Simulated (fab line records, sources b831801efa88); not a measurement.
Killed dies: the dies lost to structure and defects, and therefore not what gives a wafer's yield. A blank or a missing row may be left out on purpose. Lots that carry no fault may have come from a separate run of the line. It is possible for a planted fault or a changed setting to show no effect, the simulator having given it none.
Comparing a struck lot with a sound one | flow sky130 | 43 out of 708 route steps
Sound: wafers L495.1, L495.3, L495.6. Struck: wafer L501.3 (left out: L501.4, L501.5 of the same lot, which were not struck); the cause appears at the end.
Per side, at each step with rows, come the tool, then ch with its chambers, and then its first start. Under that, the readings that differ: sound wafers | struck wafers | difference of the means | sigmas: that difference in standard deviations of wafers without a fault.
alike: a reading whose means differ by less than 2 such deviations, as well as words and numbers matching on both sides. not compared: withheld readings; readings where some wafer has no value; bounds like >300 that might hide an equal value; numbers whose values overlap and for which the record gives no deviation.
A row with sigmas, a row that says differs or no value, or rows on one side alone: a step with any of these is where the two part. Numbers that don't overlap but have no deviation are shown without sigmas and don't part them. A reading that every wafer of one side lacks parts them only if that side has two wafers or more.

first, 7 steps without rows for these wafers: SKY_VIA4_ETCH_12 (etches SiO2 in C4F8/O2/Ar, stops on TiN, target depth 580 nm); SKY_VIA4_STRIP_13 (strips in O2/N2); SKY_VIA4_STRIP_14 (strips in post etch residue remover, time 1200 s); SKY_VIA4_CLEAN_15 (cleans in IPA, time 180 s); SKY_VIA4_CLEAN_16 (cleans in O3/DIW); SKY_VIA4_SPUTTER_17 (material TiN, target thk 20 nm, time 80 s); SKY_VIA4_CVD_18 (deposits W, target thk 505 nm, time 152.14 s).
SKY_VIA4_RS_MEAS_19: the measuring method here is four-point-probe.
  sound: filmMetro-01 at day 44 05:27; struck: filmMetro-01 at day 45 10:52
  alike: VIA4_W_RS
SKY_VIA4_THK_MEAS_20: measures by xrf.
  sound: filmMetro-01 at day 44 05:34; struck: filmMetro-01 at day 45 10:58
  alike: VIA4_W_THK
then, 3 steps without rows for these wafers: SKY_VIA4_CMP_21 (polishes, stops on SiO2, t overpolish 25 s, target thk 0 nm); SKY_METAL5_SPUTTER_00 (material Ti, target thk 15 nm, time 10 s); SKY_METAL5_SPUTTER_01 (material TiN, target thk 20 nm, time 16.7 s).
SKY_METAL5_SPUTTER_02: material AlCu, target thk 1150 nm, time 61.2 s.
  sound: pvdSputter-04 at day 44 05:58; struck: pvdSputter-04 at day 45 11:22
reading              | sound          | struck | difference | sigmas
throttleValvePct (%) | 31.6 31.0 30.9 | 29.5   | -1.7       | -2
then, 2 steps without rows for these wafers: SKY_METAL5_SPUTTER_03 (material Ti, target thk 5 nm, time 3.3 s); SKY_METAL5_SPUTTER_04 (material TiN, target thk 70 nm, time 58.3 s).
SKY_METAL5_RS_MEAS_05: the measuring method here is four-point-probe.
  sound: filmMetro-04 at day 44 06:05; struck: filmMetro-02 at day 45 11:31
  alike: METAL5_ALCU_RS
SKY_METAL5_THK_MEAS_06: measures by xrf.
  sound: filmMetro-04 at day 44 06:13; struck: filmMetro-02 at day 45 11:37
reading              | sound          | struck | difference | sigmas
METAL5_ALCU_THK (nm) | 1172 1185 1173 | 1144   | -33        | -3
then, 7 steps without rows for these wafers: SKY_METAL5_DEHYDRATE_07 (time 60 s); SKY_METAL5_HMDS_08 (prime time 60 s); SKY_METAL5_COAT_09 (resist thk 1800 nm); SKY_METAL5_SOFTBAKE_10 (time 60 s); SKY_METAL5_EXPOSE_11 (exposes mask MM5, target cd 1600 nm); SKY_METAL5_PEB_12; SKY_METAL5_DEVELOP_13 (develop time 60 s).
SKY_METAL5_DESCUM_14: chemistry O2, time 11 s.
  sound on rieMetal-01 ch 0,1, day 45 04:04; struck on rieMetal-04 ch 1, day 46 08:26
  alike: drypumpMotorCurrentA, oesProductAu
  not compared: rfHoursCounterH
SKY_METAL5_METAL_ETCH_15: etches the open film in Cl2/BCl3, stops on SiO2, target depth 1260 nm, time 252 s.
  sound on rieMetal-01 ch 0,1, day 45 04:06; struck on rieMetal-04 ch 1, day 46 08:32
  alike: drypumpMotorCurrentA, oesProductAu, throttleValvePct
  not compared: rfHoursCounterH
SKY_METAL5_STRIP_16: strips in O2/N2.
  sound on plasmaAsher-03 ch 0,1, day 45 04:20; struck on plasmaAsher-02 ch 1, day 46 08:44
reading                  | sound          | struck | difference | sigmas
drypumpMotorCurrentA (A) | 5.31 5.30 5.43 | 6.07   | +0.72      | +3
  alike: oesProductAu, stripTimeToEndpointS
  not compared: rfHoursCounterH
then, 3 steps without rows for these wafers: SKY_METAL5_STRIP_17 (strips in post etch residue remover, time 1200 s); SKY_METAL5_CLEAN_18 (cleans in IPA, time 180 s); SKY_METAL5_CLEAN_19 (cleans in O3/DIW).
SKY_PASSIVATION_CVD_00: deposits SiO2, target thk 90 nm.
  sound on pecvd-01 ch 1,2, day 45 04:57; struck on pecvd-03 ch 0, day 46 09:17
  alike: heaterPowerW
SKY_PASSIVATION_THK_MEAS_01:
  sound: filmMetro-04 at day 45 04:59; struck: filmMetro-01 at day 46 09:20
  alike: PASSIVATION_CVD_00_THK
SKY_PASSIVATION_CVD_02: deposits Si3N4, target thk 540 nm.
  sound on pecvd-04 ch 0,1,2, day 45 05:02; struck on pecvd-04 ch 1, day 46 09:29
  alike: heaterPowerW
SKY_PASSIVATION_THK_MEAS_03:
  sound: filmMetro-01 at day 45 05:16; struck: filmMetro-01 at day 46 09:44
reading                     | sound       | struck | difference | sigmas
PASSIVATION_CVD_02_THK (nm) | 526 525 537 | 551    | +22        | +3
then, 8 steps without rows for these wafers: SKY_PASSIVATION_DEHYDRATE_04 (time 60 s); SKY_PASSIVATION_HMDS_05 (prime time 60 s); SKY_PASSIVATION_COAT_06 (resist thk 3000 nm); SKY_PASSIVATION_SOFTBAKE_07; SKY_PASSIVATION_EXPOSE_08 (exposes mask NSM, target cd 3000 nm); SKY_PASSIVATION_PEB_09; SKY_PASSIVATION_DEVELOP_10 (develop time 60 s); SKY_PASSIVATION_ETCH_11 (etches the open film in CF4/O2, stops on AlCu, target depth 725 nm, time 161.1 s).
SKY_PAD_OPEN_PROBE_99:
  sound: prober-01 at day 47 02:31; struck: prober-01 at day 48 04:29
reading                               | sound               | struck                  | difference                   | sigmas
hold                                  | - - -               | awaitDispo/1.8h/release | no value on the sound wafers | 
defectLimitedYield (%)                | 82.3 85.2 83.3      | 74.6                    | -9.0                         | -5
killed_at_M4_up                       | 3 3 4               | 46                      | +43                          | +27
killedDies                            | 87 73 82            | 125                     | +44                          | +5
sort_bin_3_pad_short (%)              | 0.4 1.0 0.4         | 2.8                     | +2.2                         | +5
sort_bin_5_function (%)               | 11.6 8.1 8.1        | 15.7                    | +6.4                         | +4
sortNPass                             | 405 419 410         | 367                     | -44                          | -5
sortYieldPct (%)                      | 82.3 85.2 83.3      | 74.6                    | -9.0                         | -5
model.etest.tester.sortNPass          | 405 419 410         | 367                     | -44                          | 
model.etest.tester.sortYieldPct (%)   | 82.32 85.16 83.33   | 74.59                   | -9.01                        | 
model.etest.tester.sort_bin_5_pct (%) | 11.59 8.13 8.13     | 15.65                   | +6.37                        | 
model.etest.tester.sort_bin_3_pct (%) | 0.4065 1.016 0.4065 | 2.846                   | +2.236                       | 
  alike: killed_at_M0_to_M3, killedAtContacts, killedAtFrontEnd, killedAtOther, killedOpen, killedShort, sort_bin_6_memory

WHERE THEY PART
Last at SKY_PAD_OPEN_PROBE_99 as far as this record goes, first at SKY_METAL5_SPUTTER_02.

WHY: what had been put in by the simulator
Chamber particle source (pvdSputter-04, SKY_METAL5_SPUTTER_02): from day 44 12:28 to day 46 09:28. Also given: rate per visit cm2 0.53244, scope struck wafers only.
